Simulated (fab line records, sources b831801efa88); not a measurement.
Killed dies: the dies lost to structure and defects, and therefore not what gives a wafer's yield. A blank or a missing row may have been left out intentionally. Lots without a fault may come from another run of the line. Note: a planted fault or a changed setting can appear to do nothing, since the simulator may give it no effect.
8D (eight disciplines) problem report, filled in by code ; flow sky130 ; the parts of the form that need people (team, actions taken, sign-off) are left out

## 1. WHAT IS WRONG
CONTACT_W_RS at SKY_CONTACT_RS_MEAS_25 reads a mean of 0.639 ohm/sq on 4 wafers of 3 lots; wafers without a fault read 0.337 ohm/sq with a standard deviation of 0.0042. That is +72 standard deviations from the usual mean.
The step: measures by four-point-probe.
Earliest sighting: wafer L739.2 on film-metro-03 at day 35 07:18. Wafers with a number at this step in the record: 32, from 11 lots. The rule behind "out" and "out of limits": a value lying over 4 standard deviations away from the usual mean. Any other wafer with a number is counted as sound.

## 2. WHAT IT IS, AND WHAT IT ISN'T
question;is;is not
which readings at this step;CONTACT_W_RS;-
which lots;L739, L741, L742;L731, L732, L734, L746, L747, L748, L749, L751
which wafers of those lots;L739.2, L739.3, L741.2, L742.3;L741.1, L741.5, L742.4, L742.5
read on which gauges;film-metro-03, film-metro-04;film-metro-01
when;from day 35 07:18;"up to then (9 sound wafers); but 19 sound wafers of L741, L742, L746, L747, L748, L749, L751 came after"

## 3. SUSPECTS, AND WHAT RULES EACH OUT
Counting: any tool at a process step up to the reading remains a suspect provided it ran every lot that is out. Sound lots after the first of them don't rule it out here, since some wafers of a struck lot are sound.
- the gauge at SKY_CONTACT_RS_MEAS_25 has been ruled out. Those wafers that are out were read across 2 gauges (film-metro-03, film-metro-04).
- cmp-02 at SKY_CONTACT_CMP_04 (polishes SiO2): kept. It ran every lot that is out, first L739 (day 34 04:08); its last sound lot up to then is L731 (day 31 09:26).
- cvd-w-02 at SKY_CONTACT_CVD_24 (deposits W, target thk 340 nm, time 102.12 s): kept. It ran every lot that is out, first L739 (day 35 07:10); its last sound lot up to then is L734 (day 33 16:03).
What counting leaves: cmp-02 at SKY_CONTACT_CMP_04 and cvd-w-02 at SKY_CONTACT_CVD_24.

## 4. THE CAUSE (what the simulator had put in)
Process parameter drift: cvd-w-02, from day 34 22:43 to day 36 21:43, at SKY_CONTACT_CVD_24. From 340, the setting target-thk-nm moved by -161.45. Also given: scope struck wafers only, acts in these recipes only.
This tool is one of the 2 suspects left after counting.

## 5. THE EFFECT CHAIN, in route order
Each row: a reading whose mean over the struck wafers that have a number lies more than 3 standard deviations from the usual. Only readings whose record carries a usual standard deviation are examined. hours: median over the lots of the time between each lot's start at the first step of this table that gives one and its start at this step. sigmas: the change, counted in usual standard deviations.
hours;step;reading;usual;on struck wafers;change;sigmas
0;SKY_CONTACT_RS_MEAS_25;CONTACT_W_RS;0.337 ohm/sq;0.639;+0.302;+72
0;SKY_CONTACT_THK_MEAS_26;CONTACT_W_THK;330 nm;176;-154;-33
0;SKY_CONTACT_CMP_27;time-to-endpoint-s;83 s;46;-37;-5.7
Here are the process steps it includes:
- SKY_CONTACT_CMP_27: polishes, stops on SiO2, t overpolish 15 s, target thk 0 nm.

## 6. HOW IT WOULD HAVE BEEN CAUGHT EARLIER
Counted from the fault's start at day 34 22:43, it took 9 hours until the first out-of-limits reading at a measuring or inspecting step in this record, taken at day 35 07:18.
Tool readings at SKY_CONTACT_CVD_24 with a usual standard deviation given in the record: none out on any struck wafer, hence no alarm at a limit of 4 standard deviations on them.
L741, L742, from the lots that are out (3), started SKY_CONTACT_CVD_24 on cvd-w-02 later than day 35 07:18. A hold on the tool at that time would have spared those 2.
